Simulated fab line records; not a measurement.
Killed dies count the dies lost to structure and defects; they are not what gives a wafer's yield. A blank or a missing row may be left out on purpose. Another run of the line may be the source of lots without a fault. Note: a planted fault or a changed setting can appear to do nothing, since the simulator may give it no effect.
fab line records -- flow sky130
[record] lots = 12, wafers = 36, lastDay = 50
route steps=708 shown POLY_GATE@229 LDD_HVN@277 CONTACT@406 VIA2@518 PAD_OPEN@708
lots untouched by any fault: they come from a run of this same line in which no faults occurred
startH: hours from the record's opening day to when the first of the lot's shown wafers began -- waitH: hours since the lot's step before -- " the same as in the row above -- L1.1+2: one row covering several wafers at once -- - no value, or no start given -- * or withheld: withheld -- < > ~ a bound
route shown NAME@n: names a module that has steps shown in the file, with the first one's number in the route -- usual: average and standard deviation across the fault-free wafers -- same: alike in all rows -- chamber/n: place in a boat -- sites: readings site by site -- _std_site: their standard deviation -- _edge_site: the outer-site mean with the inner-site mean subtracted -- radiusMm: for every site, how far away it sits from the centre of the wafer -- mask NAME#n: copy n -- behind: the most recent tool/chamber to have shaped the wafer -- hold: cause of the lot's hold/its duration in hours/its outcome -- device: the n, p or np transistor that did not switch -- end of line: tests run on the same wafers once the route is complete -- step lacking rows: just its recipe -- killed: at the first sort, the dies lost to defects and structure; wafer yield is something else -- map: the dies of a wafer, with x for killed, . for not killed, _ for no die there
set.NAME: the setting the step ran with; set.NAME@STEP: the setting that earlier step ran with -- model.NAME: the simulator's own value behind a step, which no gauge read
the route's steps for a sample of lots (tables are steps, rows are wafers)
services: a tool's chamber out of use, with start hour (startH, from the record's first day; less than 0 if before it), hours out, and reason
[[steps]]
[step SKY_POLY_GATE_ETCH_15]
[recipe] chemistry = N2/H2, target = BARC, ionEnergyEv = 200, sourceW = 500, biasW = 100, pressureMtorr = 30, n2FlowSccm = 100, h2FlowSccm = 200, stopOn = SiO2, timeS = 118.5, targetDepthA = 1100
[usual] drypumpMotorCurrentA = 5.9/0.46, oesProductAu = 0.716/0.005, throttleValvePct = 13.213/0.0093
lot.wafer,tool,chamber,startH,waitH,drypumpMotorCurrentA,oesProductAu,rfHoursCounterH,throttleValvePct
L795.1,rieDiel-03,2,363.85,0.0,5.6,0.722,2,13.209
L795.5,rieDiel-03,0,363.85,0.0,6.5,0.727,-,13.203
L795.6,rieDiel-03,1,363.85,0.0,6.6,0.712,-,13.204
L796.2,rieDiel-03,2,368.20,0.0,5.6,0.715,2,13.221
L796.4,rieDiel-03,0,368.20,0.0,6.5,0.721,71,13.199
L796.6,rieDiel-03,2,368.20,0.0,5.7,0.720,-,13.204
L798.2,rieDiel-02,3,395.72,0.0,5.2,0.714,32,13.210
L798.5,rieDiel-02,0,395.72,0.0,5.7,0.721,-,13.213
L798.6,rieDiel-02,2,395.72,0.0,5.9,0.718,-,13.207
L799.1,rieDiel-03,0,402.27,0.0,6.6,0.714,72,13.204
L799.2,rieDiel-03,3,402.27,0.0,5.4,0.720,5,13.211
L799.6,rieDiel-03,1,402.27,0.0,6.5,0.715,-,13.231
L801.3,rieDiel-04,0,418.00,0.0,6.0,0.716,77,13.195
L801.4,rieDiel-04,2,418.00,0.0,5.2,0.717,79,13.203
L801.5,rieDiel-04,1,418.00,0.0,5.7,0.727,-,13.219
L807.1,rieDiel-02,2,473.37,0.0,5.9,0.714,94,13.214
L807.4,rieDiel-02,3,473.37,0.0,5.2,0.714,33,13.221
L807.5,rieDiel-02,1,473.37,0.0,6.2,0.718,-,13.213
L810.2,rieDiel-02,1,504.70,0.0,6.2,0.716,22,13.215
L810.4,rieDiel-02,0,504.70,0.0,5.7,0.717,-,13.218
L810.6,rieDiel-02,1,504.70,0.0,6.2,0.708,-,13.217
L811.3,rieDiel-03,3,509.05,0.0,5.4,0.715,6,13.210
L811.4,rieDiel-03,2,509.05,0.0,5.7,0.719,5,13.207
L811.6,rieDiel-03,2,509.05,0.0,5.6,0.717,-,13.209
L813.2,rieDiel-03,3,536.65,0.0,5.4,0.722,7,13.217
L813.4,rieDiel-03,2,536.65,0.0,5.6,0.712,5,13.221
L813.5,rieDiel-03,1,536.65,0.0,6.6,0.723,-,13.205
L814.2,rieDiel-03,2,541.10,0.0,5.6,0.713,5,13.202
L814.3,rieDiel-03,0,541.10,0.0,6.6,0.718,74,13.217
L814.6,rieDiel-03,3,541.10,0.0,5.4,0.709,-,13.226
L817.2,rieDiel-03,1,569.37,0.0,6.6,0.708,1,13.205
L817.3,rieDiel-03,0,569.37,0.0,6.5,0.715,74,13.222
L817.5,rieDiel-03,2,569.37,0.0,5.6,0.721,-,13.207
L818.2,rieDiel-03,0,574.80,0.0,6.6,0.710,74,13.214
L818.4,rieDiel-03,2,574.80,0.0,5.6,0.719,6,13.223
L818.5,rieDiel-03,3,574.80,0.0,5.4,0.720,-,13.220
[step SKY_LDD_HVN_TW_MEAS_10]
[usual] LDD_HVN_TW = 1437/16
lot.wafer,tool,chamber,startH,waitH,LDD_HVN_TW
L795.1,filmMetro-04,-,456.13,0.1,1439
L795.5,filmMetro-04,-,456.13,0.1,1445
L795.6,filmMetro-04,-,456.13,0.1,1452
L796.2,filmMetro-02,-,461.91,0.1,1420
L796.4,filmMetro-02,-,461.91,0.1,1418
L796.6,filmMetro-02,-,461.91,0.1,1421
L798.2,filmMetro-02,-,491.74,0.1,1425
L798.5,filmMetro-02,-,491.74,0.1,1420
L798.6,filmMetro-02,-,491.74,0.1,1417
L799.1,filmMetro-04,-,498.78,0.1,1452
L799.2,filmMetro-04,-,498.78,0.1,1452
L799.6,filmMetro-04,-,498.78,0.1,1453
L801.3,filmMetro-04,-,519.00,0.1,1444
L801.4,filmMetro-04,-,519.00,0.1,1448
L801.5,filmMetro-04,-,519.00,0.1,1441
L807.1,filmMetro-02,-,571.68,0.1,1420
L807.4,filmMetro-02,-,571.68,0.1,1416
L807.5,filmMetro-02,-,571.68,0.1,1420
L810.2,filmMetro-04,-,599.06,0.1,1457
L810.4,filmMetro-04,-,599.06,0.1,1458
L810.6,filmMetro-04,-,599.06,0.1,1449
L811.3,filmMetro-03,-,602.80,0.1,1445
L811.4,filmMetro-03,-,602.80,0.1,1435
L811.6,filmMetro-03,-,602.80,0.1,1443
L813.2,filmMetro-03,-,628.84,0.1,1440
L813.4,filmMetro-03,-,628.84,0.1,1455
L813.5,filmMetro-03,-,628.84,0.1,1449
L814.2,filmMetro-04,-,631.94,0.1,1438
L814.3,filmMetro-04,-,631.94,0.1,1449
L814.6,filmMetro-04,-,631.94,0.1,1441
L817.2,filmMetro-02,-,659.01,0.1,1416
L817.3,filmMetro-02,-,659.01,0.1,1410
L817.5,filmMetro-02,-,659.01,0.1,1411
L818.2,filmMetro-02,-,664.19,0.1,1406
L818.4,filmMetro-02,-,664.19,0.1,1417
L818.5,filmMetro-02,-,664.19,0.1,1409
[step SKY_CONTACT_CVD_00]
[recipe] material = Si3N4, targetThkNm = 75, tempC = 400, timeS = withheld, rfW = 450
[usual] heaterPowerW = 716/63
lot.wafer,tool,chamber,startH,waitH,heaterPowerW
L795.1,pecvd-02,0,699.20,0.0,739
L795.5,pecvd-02,2,699.20,0.0,698
L795.6,pecvd-02,0,699.20,0.0,745
L796.2,pecvd-01,2,703.86,0.0,693
L796.4,pecvd-01,0,703.86,0.0,716
L796.6,pecvd-01,2,703.86,0.0,693
L798.2,pecvd-03,0,732.07,0.0,763
L798.5,pecvd-03,2,732.07,0.0,811
L798.6,pecvd-03,0,732.07,0.0,773
L799.1,pecvd-01,0,736.47,0.0,707
L799.2,pecvd-01,1,736.47,0.0,731
L799.6,pecvd-01,1,736.47,0.0,729
L801.3,pecvd-01,1,753.04,0.0,815
L801.4,pecvd-01,2,753.04,0.0,796
L801.5,pecvd-01,0,753.04,0.0,704
L807.1,pecvd-01,2,800.85,0.0,798
L807.4,pecvd-01,1,800.85,0.0,736
L807.5,pecvd-01,0,800.85,0.0,714
L810.2,pecvd-02,0,825.97,0.0,749
L810.4,pecvd-02,1,825.97,0.0,600
L810.6,pecvd-02,0,825.97,0.0,738
L811.3,pecvd-01,2,827.64,0.0,769
L811.4,pecvd-01,0,827.64,0.0,734
L811.6,pecvd-01,2,827.64,0.0,787
L813.2,pecvd-02,1,853.25,0.0,694
L813.4,pecvd-02,1,853.25,0.0,689
L813.5,pecvd-02,0,853.25,0.0,786
L814.2,pecvd-03,2,855.45,0.0,757
L814.3,pecvd-03,1,855.45,0.0,609
L814.6,pecvd-03,2,855.45,0.0,767
L817.2,pecvd-01,2,878.72,0.0,797
L817.3,pecvd-01,1,878.72,0.0,656
L817.5,pecvd-01,0,878.72,0.0,712
L818.2,pecvd-02,0,883.11,0.0,710
L818.4,pecvd-02,2,883.11,0.0,714
L818.5,pecvd-02,1,883.11,0.0,690
[step SKY_VIA2_DEVELOP_11]
[recipe] developTimeS = 60, resist = KrF-thick, devTempC = 21
[usual] exhaustPa = 44.9/0.84
lot.wafer,tool,chamber,startH,waitH,exhaustPa
L795.1,lithoTrack-04,0,840,-,45.1
L795.5,lithoTrack-04,0,840,-,44.0
L795.6,lithoTrack-04,0,840,-,45.3
L796.2,lithoTrack-02,0,844,-,43.9
L796.4,lithoTrack-02,0,844,-,44.7
L796.6,lithoTrack-02,0,844,-,44.4
L798.2,lithoTrack-02,0,868,-,42.6
L798.5,lithoTrack-02,0,868,-,44.6
L798.6,lithoTrack-02,0,868,-,45.7
L799.1,lithoTrack-01,0,874,-,44.3
L799.2,lithoTrack-01,0,874,-,45.4
L799.6,lithoTrack-01,0,874,-,43.5
L801.3,lithoTrack-04,0,891,-,45.8
L801.4,lithoTrack-04,0,891,-,44.0
L801.5,lithoTrack-04,0,891,-,46.1
L807.1,lithoTrack-02,0,935,-,45.3
L807.4,lithoTrack-02,0,935,-,44.8
L807.5,lithoTrack-02,0,935,-,45.8
L810.2,lithoTrack-01,0,959,-,46.3
L810.4,lithoTrack-01,0,959,-,46.0
L810.6,lithoTrack-01,0,959,-,45.4
L811.3,lithoTrack-01,0,961,-,46.5
L811.4,lithoTrack-01,0,961,-,46.6
L811.6,lithoTrack-01,0,961,-,45.9
L813.2,lithoTrack-04,0,983,-,44.1
L813.4,lithoTrack-04,0,983,-,44.8
L813.5,lithoTrack-04,0,983,-,44.3
L814.2,lithoTrack-01,0,985,-,44.6
L814.3,lithoTrack-01,0,985,-,43.6
L814.6,lithoTrack-01,0,985,-,45.1
L817.2,lithoTrack-01,0,1007,-,44.6
L817.3,lithoTrack-01,0,1007,-,44.6
L817.5,lithoTrack-01,0,1007,-,44.5
L818.2,lithoTrack-01,0,1011,-,46.0
L818.4,lithoTrack-01,0,1011,-,46.4
L818.5,lithoTrack-01,0,1011,-,44.8
[step SKY_VIA2_CD_MEAS_12]
[recipe] targetCdNm = 200
[usual] cdNm = 199.8/1.5
lot.wafer,tool,chamber,startH,waitH,cdNm
L795.1,cdSem-02,-,840.25,-,198.6
L795.5,cdSem-02,-,840.25,-,198.8
L795.6,cdSem-02,-,840.25,-,198.5
L796.2,cdSem-01,-,844.18,-,201.8
L796.4,cdSem-01,-,844.18,-,201.3
L796.6,cdSem-01,-,844.18,-,202.0
L798.2,cdSem-01,-,868.28,-,197.1
L798.5,cdSem-01,-,868.28,-,198.3
L798.6,cdSem-01,-,868.28,-,195.4
L799.1,cdSem-02,-,874.54,-,202.3
L799.2,cdSem-02,-,874.54,-,202.3
L799.6,cdSem-02,-,874.54,-,201.8
L801.3,cdSem-02,-,891.84,-,202.2
L801.4,cdSem-02,-,891.84,-,201.9
L801.5,cdSem-02,-,891.84,-,201.1
L807.1,cdSem-01,-,935.51,-,200.7
L807.4,cdSem-01,-,935.51,-,180.1
L807.5,cdSem-01,-,935.51,-,199.9
L810.2,cdSem-01,-,959.41,-,200.7
L810.4,cdSem-01,-,959.41,-,201.0
L810.6,cdSem-01,-,959.41,-,201.0
L811.3,cdSem-01,-,961.48,-,200.1
L811.4,cdSem-01,-,961.48,-,202.4
L811.6,cdSem-01,-,961.48,-,201.3
L813.2,cdSem-01,-,983.92,-,200.9
L813.4,cdSem-01,-,983.92,-,201.1
L813.5,cdSem-01,-,983.92,-,200.1
L814.2,cdSem-02,-,985.91,-,199.1
L814.3,cdSem-02,-,985.91,-,200.3
L814.6,cdSem-02,-,985.91,-,199.6
L817.2,cdSem-01,-,1007.76,-,197.9
L817.3,cdSem-01,-,1007.76,-,196.9
L817.5,cdSem-01,-,1007.76,-,198.7
L818.2,cdSem-01,-,1011.46,-,198.4
L818.4,cdSem-01,-,1011.46,-,199.9
L818.5,cdSem-01,-,1011.46,-,199.2
[step SKY_PAD_OPEN_PROBE_99]
[usual] defectLimitedYield = 82.2/1.9, killed_at_M0_to_M3 = 45/7.3, killed_at_M4_up = 3.1/1.7, killedAtContacts = 25/5.1, killedAtFrontEnd = 15/4.5, killedAtOther = 0.3/0.56, killedDies = 88/9.4, killedOpen = 47/6.6, killedShort = 40/6.9, sort_bin_3_pad_short = 0.9/0.46, sort_bin_5_function = 10.5/1.5, sort_bin_6_memory = 6.4/1.1, sortNPass = 404/9.4, sortYieldPct = 82.2/1.9
[same] grossDies = 492, killedAtBackSide = 0, sort_bin_4_leakage[%] = 0, sort_bin_8_speed[%] = 0
lot.wafer,tool,chamber,startH,waitH,defectLimitedYield[%],killed_at_M0_to_M3,killed_at_M4_up,killedAtContacts,killedAtFrontEnd,killedAtOther,killedDies,killedOpen,killedShort,sort_bin_3_pad_short[%],sort_bin_5_function[%],sort_bin_6_memory[%],sortNPass,sortYieldPct[%]
L795.1,prober-02,-,1068.61,0.1,81.7,49,2,21,18,0,90,53,37,1.2,10.0,7.1,402,81.7
L795.5,prober-02,-,1068.81,0.2,76.8,58,4,33,18,1,114,58,56,0.8,12.0,10.4,378,76.8
L795.6,prober-02,-,1068.86,0.2,81.3,51,3,30,8,0,92,48,44,2.0,10.8,5.9,400,81.3
L807.1,prober-01,-,1144.89,0.1,82.5,44,6,25,11,0,86,53,33,1.0,9.1,7.3,406,82.5
L807.4,prober-01,-,1145.04,0.2,80.9,54,5,22,13,0,94,49,44,1.4,12.4,5.3,398,80.9
// killed by level:class
L795.1 VIA1:geometricParticle:open=12 VIA2:geometricParticle:open=9 CONTACT:geometricParticle:open=8 METAL1:geometricParticle:short=6 VIA3:geometricParticle:open=6 POLY_GATE:geometricParticle:short=5 LI_CONTACT:geometricParticle:open=5 LOCAL_INTERCONNECT:geometricParticle:short=4
L795.5 VIA1:geometricParticle:open=13 CONTACT:geometricParticle:open=11 VIA3:geometricParticle:open=10 VIA2:geometricParticle:open=8 CONTACT:geometricParticle:short=6 POLY_GATE:geometricParticle:short=6 LI_CONTACT:geometricParticle:open=6 METAL1:geometricParticle:short=5
L795.6 CONTACT:geometricParticle:open=9 VIA3:geometricParticle:open=8 LI_CONTACT:geometricParticle:open=8 VIA1:geometricParticle:open=7 METAL3:geometricParticle:short=7 CONTACT:geometricParticle:short=6 METAL1:geometricParticle:short=6 VIA1:geometricParticle:short=6
L807.1 LI_CONTACT:geometricParticle:open=12 VIA2:geometricParticle:open=9 VIA1:geometricParticle:open=8 CONTACT:geometricParticle:open=7 VIA3:geometricParticle:open=6 METAL2:geometricParticle:short=5 VIA1:geometricParticle:short=4 METAL3:geometricParticle:short=4
L807.4 LI_CONTACT:geometricParticle:open=12 VIA1:geometricParticle:open=12 METAL1:geometricParticle:short=8 VIA3:geometricParticle:open=7 CONTACT:geometricParticle:open=7 VIA2:geometricParticle:short=6 METAL2:geometricParticle:short=5 VIA1:geometricParticle:short=4
[[services]]
tool,chamber,startH,hours,kind
pecvd-02,-,362.73,2.8,pm
pecvd-01,2,366.95,6.6,repair
pecvd-02,2,367.17,16.6,repair
rieDiel-03,2,416.59,5.8,repair
rieDiel-03,0,487.92,5.3,repair
pecvd-01,1,529.94,20.9,repair
pecvd-01,-,562.23,2.8,pm
rieDiel-03,1,567.80,1.3,repair
rieDiel-03,0,584.82,13.7,repair
pecvd-01,0,586.15,9.6,repair
rieDiel-03,-,593.22,2.8,pm
rieDiel-03,1,596.97,4.1,repair
rieDiel-03,1,647.85,3.9,repair
pecvd-02,-,686.44,0.7,repair
pecvd-02,-,707.49,14.6,pm
rieDiel-03,0,710.86,8.3,repair
pecvd-01,-,775.74,0.9,repair
rieDiel-03,2,868.47,3.2,repair
pecvd-02,2,889.52,128.5,repair
rieDiel-03,-,895.36,1.1,repair
pecvd-02,-,968.26,1.5,repair
rieDiel-03,0,970.00,10.6,repair
rieDiel-03,0,985.08,1.8,repair
pecvd-01,-,1003.01,14.6,pm
[[key]]
[firstSign] step = SKY_VIA2_CD_MEAS_12, reading = cdNm, direction = down, sigmas = 13, usual = 199.8, struck = 180.1
effect none on later readings
metAt SKY_VIA2_DEVELOP_11
struckLots L807
struckWafers L807.4
notActingAt SKY_POLY_GATE_ETCH_15,SKY_LDD_HVN_TW_MEAS_10,SKY_CONTACT_CVD_00
onsetBetween 868 935
[fault] kind = processParameterDrift, tool = lithoTrack-02, chamber = -, onsetH = 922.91, steps = SKY_VIA2_DEVELOP_11, channel = developTimeS, offset = *, shape = step, endH = 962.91, scope = struckWafersOnly, actsIn = *, stated = *
